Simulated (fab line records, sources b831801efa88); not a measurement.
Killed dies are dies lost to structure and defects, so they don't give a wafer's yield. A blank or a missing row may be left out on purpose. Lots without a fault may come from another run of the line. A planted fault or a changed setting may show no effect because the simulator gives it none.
A struck lot beside a sound one | flow sky130 | 16 steps out of a route of 708
Sound: wafers L732.2, L732.5, L732.6. Struck: wafer L741.5. (L741.3, L741.4 of the same lot were not struck and are left out.) The cause comes at the end.
At each step with rows: each side's tool, then ch and its chambers, then its first start. Under that, the readings that differ: sound wafers | struck wafers | difference of the means | sigmas: that difference in standard deviations of wafers without a fault.
alike: readings whose means differ by less than 2 such deviations, and words and numbers that are the same on both sides. not compared: withheld readings, readings that some wafer has no value for, bounds like >300 that may hide the same value, and numbers for which the record gives no deviation and whose values overlap.
The two part at a step that has a row with sigmas, a row that says differs or no value, or rows on one side only. Numbers that don't overlap but have no deviation are shown without sigmas and don't part them. A reading that every wafer of one side lacks parts them only if that side has two wafers or more.

first, 8 steps without rows for these wafers: SKY_METAL1_DEHYDRATE_07 (time 60 s); SKY_METAL1_HMDS_08 (prime time 60 s); SKY_METAL1_COAT_09 (resist thk 58.8 nm); SKY_METAL1_COAT_10 (resist thk 450 nm); SKY_METAL1_SOFTBAKE_11 (time 90 s); SKY_METAL1_EXPOSE_12 (exposes mask MM1, target cd 140 nm); SKY_METAL1_PEB_13; SKY_METAL1_DEVELOP_14 (develop time 60 s).
SKY_METAL1_CD_MEAS_15: target cd 140 nm.
  sound on cd_sem-01, day 32 14:10; struck on cd_sem-02, day 35 16:41
  alike: cd_nm
SKY_METAL1_OVL_MEAS_16:
  sound on overlay-01, day 32 14:17; struck on overlay-02, day 35 16:47
  alike: METAL1_OVL
SKY_METAL1_DESCUM_17: chemistry O2, time 8 s.
  sound on rie_metal-03 ch 0,1, day 32 14:19; struck on rie_metal-02 ch 1, day 35 16:49
  alike: drypump_motor_current_A, oes_product_au, temp_c
  not compared: rf_hours_counter_h
SKY_METAL1_ETCH_18: etches BARC in N2/H2, stops on SiO2, time 45.9 s, target depth 60 nm.
  sound on rie_metal-03 ch 0,1, day 32 14:20; struck on rie_metal-02 ch 1, day 35 16:52
  alike: drypump_motor_current_A, oes_product_au, throttle_valve_pct
  not compared: rf_hours_counter_h
SKY_METAL1_METAL_ETCH_19: etches the open film in Cl2/BCl3, stops on SiO2, target depth 360 nm, time 78 s.
  sound on rie_metal-03 ch 0,1, day 32 14:24; struck on rie_metal-02 ch 1, day 35 16:56
  reading                                       | sound             | struck | difference | sigmas
  oes_product_au (a.u.)                         | 0.860 0.864 0.853 | 0.775  | -0.084     | -15
  over_etch_frac                                | 0.3 0.3 0.3       | 0.523  | +0.223     |
  model.KrF-thick_of_METAL1_COAT_10.thk_nm (nm) | 160.3 158.7 161.7 | 118.2  | -42.0      |
  model.SiO2_of_CONTACT_HDPCVD_02.thk_nm (nm)   | 325.5 324.2 326.8 | 323.8  | -1.7       |
  alike: drypump_motor_current_A, throttle_valve_pct
  not compared: rf_hours_counter_h, model.METAL1.cd_nm
SKY_METAL1_STRIP_20: strips in O2/N2.
  sound on plasma_asher-03 ch 0,1, day 32 14:29; struck on plasma_asher-02 ch 0, day 35 17:02
  reading                      | sound             | struck | difference | sigmas
  oes_product_au (a.u.)        | 0.338 0.344 0.348 | 0.330  | -0.013     | -3
  strip_time_to_endpoint_s (s) | 2.70 2.67 2.71    | 2.22   | -0.47      | -11
  alike: drypump_motor_current_A
  not compared: rf_hours_counter_h
then, 1 step without rows for these wafers: SKY_METAL1_STRIP_21 (strips in post etch residue remover, time 1200 s).
-- the record jumps here: 12 days lie between the struck wafers' starts before and after (it left off in module METAL1 and takes up again in module PAD_OPEN, whose first step shown is number 708 of the route) --
SKY_PAD_OPEN_PROBE_99:
  sound on prober-02, day 45 16:40; struck on prober-01, day 47 23:24
  alike: defect_limited_yield, killed_at_M0_to_M3, killed_at_M4_up, killed_at_contacts, killed_at_front_end, killed_at_other, killed_dies, killed_on_rim, killed_open, killed_short, sort_bin_3_pad_short, sort_bin_5_function, sort_bin_6_memory, sort_n_pass, sort_yield_pct

WHERE THEY PART
First at SKY_METAL1_METAL_ETCH_19; last, within this record, at SKY_METAL1_STRIP_20. Later steps at which nothing parts them and some readings are alike: SKY_PAD_OPEN_PROBE_99.

WHY: what the simulator had put in
Process parameter drift: rie_metal-02, from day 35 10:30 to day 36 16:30, at SKY_METAL1_METAL_ETCH_19. Setting over_etch_frac, moved by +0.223, from 0.3. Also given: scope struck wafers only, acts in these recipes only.
